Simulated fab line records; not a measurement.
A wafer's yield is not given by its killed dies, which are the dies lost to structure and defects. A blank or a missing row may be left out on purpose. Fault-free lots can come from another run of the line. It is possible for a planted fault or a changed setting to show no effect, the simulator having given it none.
What tool caused it?	flow sky130	18 wafers sampled from 6 lots at 1 step of a route of 708

== WHAT THE GAUGES SHOWED, per wafer ==
SKY_SD_N_OVL_MEAS_08.
lot	measured	on	SD_N_OVL (nm)
L823	day 29 04:47	overlay-02	2.0 2.3 1.8
L824	day 29 13:41	overlay-02	0.5 0.0 0.3
L829	day 31 05:43	overlay-02	0.6 3.8 1.5
L833	day 32 07:42	overlay-01	0.8 1.4 -0.2
L837	day 33 15:22	overlay-02	0.8 0.6 1.6
L843	day 36 12:56	overlay-01	1.3 1.3 1.1

== WHICH TOOL RAN EACH LOT (tool, then ch and the chambers of the sampled wafers, then the start) ==
The record holds no process step before these readings.

== THE ANSWER, worked out from the rows above alone ==
Rule: the usual values come from the lots themselves. The widest of any qualifying gaps counts: lots, ordered by their means at a reading, are off when they make up no more than a third of the lots, leave a main group of 4 or more, and stand apart from it by 3 or more times the standard deviation of that group's means. A main group whose means are all the same, to the digits that the tables above print for the reading, isn't used. A lot without any number at a reading at which 4 lots or more have one is off too. All remaining lots with rows at the step are treated as sound.
No lot is off at any reading shown: from this, nothing can be told.

== WHAT THE SIMULATOR PUT IN ==
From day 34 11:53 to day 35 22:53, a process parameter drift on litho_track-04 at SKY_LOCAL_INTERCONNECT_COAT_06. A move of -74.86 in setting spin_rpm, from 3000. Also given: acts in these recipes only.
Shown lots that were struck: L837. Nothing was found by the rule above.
